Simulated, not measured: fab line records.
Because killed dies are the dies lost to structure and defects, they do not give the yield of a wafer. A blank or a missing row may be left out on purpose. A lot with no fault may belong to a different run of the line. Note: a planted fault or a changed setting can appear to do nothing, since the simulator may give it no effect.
What tool caused it?	flow gf180mcu	11 lots (33 wafers sampled), 1 step of a 602-step route

WHAT THE GAUGES SHOWED, per wafer
GF_CONTACT_THK_MEAS_03.
lot	measured	on	CONTACT_CVD_02_THK (nm)
L573	day 15 01:22	filmMetro-04	864 872 870
L574	day 15 06:52	filmMetro-02	877 875 882
L575	day 15 19:20	filmMetro-01	855 852 883
L576	day 16 01:54	filmMetro-04	850 849 870
L577	day 16 09:53	filmMetro-02	856 861 869
L584	day 19 06:18	filmMetro-04	859 874 874
L585	day 19 11:16	filmMetro-04	853 852 867
L588	day 21 00:20	filmMetro-04	845 854 875
L591	day 22 01:51	filmMetro-01	841 854 863
L595	day 23 04:31	filmMetro-02	840 839 856
L596	day 23 08:35	filmMetro-01	850 858 852

EACH LOT AND THE TOOL THAT RAN IT (in order: tool; ch and the chambers of the sampled wafers; start)
The record shows no process step preceding these readings.

AS READ BY THE TOOLS THEMSELVES (means over the sampled wafers that have a number; for cases with no such wafer, the mark the record gives instead)
The record holds no such reading with a usual standard deviation.

THE ANSWER, worked out from the rows above alone
Rule: the usual values come from the lots themselves. The widest of any qualifying gaps counts: lots, ordered by their means at a reading, are off when they make up no more than a third of the lots, leave a main group of 4 or more, and stand apart from it by 3 or more times the standard deviation of that group's means. If all means in a main group match to the digits the tables above print for the reading, that group is not used. Also off: a lot with no number at a reading for which 4 or more lots have one. Any other lot the step has rows for is counted as sound. First the gauges in route order, then the tools' own readings, where a lot's mean is used as printed above. The first step at which some lot is off is used, and at that step the reading that is off furthest; a lot without a number counts as furthest.
Across all readings shown, no lot is off: no conclusion can be drawn from this.

WHAT THE SIMULATOR HAD PUT IN
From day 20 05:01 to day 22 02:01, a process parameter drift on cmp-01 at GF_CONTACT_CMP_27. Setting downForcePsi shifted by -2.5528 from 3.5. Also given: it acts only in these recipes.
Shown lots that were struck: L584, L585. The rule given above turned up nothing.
